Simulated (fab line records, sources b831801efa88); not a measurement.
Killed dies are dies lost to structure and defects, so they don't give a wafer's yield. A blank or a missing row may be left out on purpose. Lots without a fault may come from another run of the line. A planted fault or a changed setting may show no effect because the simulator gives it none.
A struck lot beside a sound one | flow sky130 | 32 steps out of a route of 708
Sound: wafers L469.2, L469.5, L469.6. Struck: wafers L485.1, L485.2, L485.3. The cause comes at the end.
At each step with rows: each side's tool, then ch and its chambers, then its first start. Under that, the readings that differ: sound wafers | struck wafers | difference of the means | sigmas: that difference in standard deviations of wafers without a fault.
alike: readings whose means differ by less than 2 such deviations, and words and numbers that are the same on both sides. not compared: withheld readings, readings that some wafer has no value for, bounds like >300 that may hide the same value, and numbers for which the record gives no deviation and whose values overlap.
The two part at a step that has a row with sigmas, a row that says differs or no value, or rows on one side only. Numbers that don't overlap but have no deviation are shown without sigmas and don't part them. A reading that every wafer of one side lacks parts them only if that side has two wafers or more.

SKY_PWDE_OVL_MEAS_07:
  sound on overlay-01, day 5 03:53; struck on overlay-02, day 9 06:18
  alike: PWDE_OVL
then, 1 step without rows for these wafers: SKY_PWDE_IMPLANT_08.
SKY_PWDE_STRIP_09: strips in O2/N2.
  sound on plasma_asher-02 ch 0,1, day 5 04:04; struck on plasma_asher-03 ch 0,1, day 9 06:29
  alike: drypump_motor_current_A, o2_flow_sccm, oes_product_au, strip_time_to_endpoint_s
  not compared: rf_hours_counter_h
SKY_PWDE_TW_MEAS_10:
  sound on film_metro-04, day 5 04:11; struck on film_metro-04, day 9 06:35
  alike: PWDE_TW
then, 7 steps without rows for these wafers: SKY_NWELL_DEHYDRATE_03 (time 60 s); SKY_NWELL_HMDS_04 (prime time 60 s); SKY_NWELL_COAT_05 (resist thk 3000 nm); SKY_NWELL_SOFTBAKE_06; SKY_NWELL_EXPOSE_07 (exposes mask NWM, target cd 840 nm); SKY_NWELL_PEB_08; SKY_NWELL_DEVELOP_09 (develop time 60 s).
SKY_NWELL_OVL_MEAS_10:
  sound on overlay-02, day 5 21:41; struck on overlay-01, day 10 04:00
  alike: NWELL_00_OVL
SKY_NWELL_IMPLANT_11:
  sound on implanter-04 ch 0, day 5 21:44; struck on implanter-01 ch 0, day 10 04:02
  reading                   | sound                | struck               | difference | sigmas
  beam_energy_keV           | 400.08 400.04 399.99 | 367.10 367.12 367.07 | -32.94     | -99 or more
  model.implant.rp_nm (nm)  | 491.9 491.9 491.9    | 461.6 461.6 461.6    | -30.3      |
  model.implant.drp_nm (nm) | 116.9 116.9 116.9    | 111.5 111.5 111.5    | -5.4       |
then, 2 steps without rows for these wafers: SKY_NWELL_IMPLANT_12; SKY_NWELL_IMPLANT_13.
SKY_NWELL_STRIP_14: strips in O2/N2.
  sound on plasma_asher-03 ch 0,1, day 5 22:10; struck on plasma_asher-03 ch 0,1, day 10 04:29
  alike: drypump_motor_current_A, o2_flow_sccm, oes_product_au, strip_time_to_endpoint_s
  not compared: rf_hours_counter_h
SKY_NWELL_TW_MEAS_15:
  sound on film_metro-04, day 5 22:16; struck on film_metro-02, day 10 04:35
  reading  | sound          | struck         | difference | sigmas
  NWELL_TW | 1821 1830 1838 | 1783 1797 1779 | -43        | -3
then, 7 steps without rows for these wafers: SKY_NWELL_DEHYDRATE_16 (time 60 s); SKY_NWELL_HMDS_17 (prime time 60 s); SKY_NWELL_COAT_18 (resist thk 3000 nm); SKY_NWELL_SOFTBAKE_19; SKY_NWELL_EXPOSE_20 (exposes mask NWM COMPLEMENT, target cd 840 nm); SKY_NWELL_PEB_21; SKY_NWELL_DEVELOP_22 (develop time 60 s).
SKY_NWELL_OVL_MEAS_23:
  sound on overlay-01, day 6 15:28; struck on overlay-02, day 11 02:38
  alike: NWELL_01_OVL
then, 1 step without rows for these wafers: SKY_NWELL_IMPLANT_24.
SKY_NWELL_STRIP_25: strips in O2/N2.
  sound on plasma_asher-03 ch 0,1, day 6 15:38; struck on plasma_asher-03 ch 0,1, day 11 02:49
  alike: drypump_motor_current_A, o2_flow_sccm, oes_product_au, strip_time_to_endpoint_s
  not compared: rf_hours_counter_h
SKY_NWELL_TW_MEAS_26:
  sound on film_metro-04, day 6 15:45; struck on film_metro-02, day 11 02:55
  alike: NWELL_2_TW
then, 1 step without rows for these wafers: SKY_NWELL_CLEAN_27 (cleans in SC1/SC2, time 150 s).
SKY_NWELL_RTA_28: time 30 s.
  sound on rtp_anneal-01 ch 0, day 6 15:52; struck on rtp_anneal-01 ch 0, day 11 03:01
  alike: anneal_temp_c_max, lamp_power_pct, wafer_temp_C_max
SKY_NWELL_RS_MEAS_29: measures by four-point-probe.
  sound on film_metro-02, day 6 15:58; struck on film_metro-03, day 11 03:07
  reading           | sound             | struck            | difference | sigmas
  NWELL_RS (ohm/sq) | 624.0 623.6 623.6 | 638.1 637.8 637.2 | +14.0      | +8
-- the record jumps here: 40 days lie between the struck wafers' starts before and after (it left off in module NWELL and takes up again in module PAD_OPEN, whose first step shown is number 708 of the route) --
SKY_PAD_OPEN_PROBE_99:
  sound on prober-02, day 47 09:13; struck on prober-02, day 51 13:15
  reading                             | sound                         | struck                        | difference | sigmas
  model.etest.nfet_16v.r_on_ohm_um    | 1.408e+04 1.402e+04 1.399e+04 | 1.369e+04 1.353e+04 1.363e+04 | -4.133e+02 |
  model.etest.res_nwell.line_ohm_um   | 1137 1135 1116                | 1312 1288 1286                | +166       |
  model.etest.res_nwell.rs_ohm_sq     | 973.6 958 955                 | 1086 1057 1075                | +110       |
  model.etest.tip_p_5v.rs_ohm_sq      | 2862 2832 2855                | 2935 2923 2962                | +90        |
  model.etest.res_nwell.width_nm (nm) | 838.7 846.3 842               | 834.1 834.7 835.6             | -7.5       |
  alike: killed_at_M0_to_M3, killed_at_M4_up, killed_at_contacts, killed_at_front_end, killed_at_other, killed_dies, killed_open, killed_short
  not compared: model.etest.pfet_g5v0d10v5.drive_ua_um, model.etest.pfet_16v.drive_ua_um, model.etest.pfet_01v8_lvt.drive_ua_um

WHERE THEY PART
First at SKY_NWELL_IMPLANT_11; last, within this record, at SKY_NWELL_RS_MEAS_29. Later steps at which nothing parts them and some readings are alike: SKY_PAD_OPEN_PROBE_99.

WHY: what the simulator had put in
Process parameter drift: implanter-01, from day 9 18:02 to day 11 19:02, at SKY_NWELL_IMPLANT_11. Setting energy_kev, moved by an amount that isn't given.
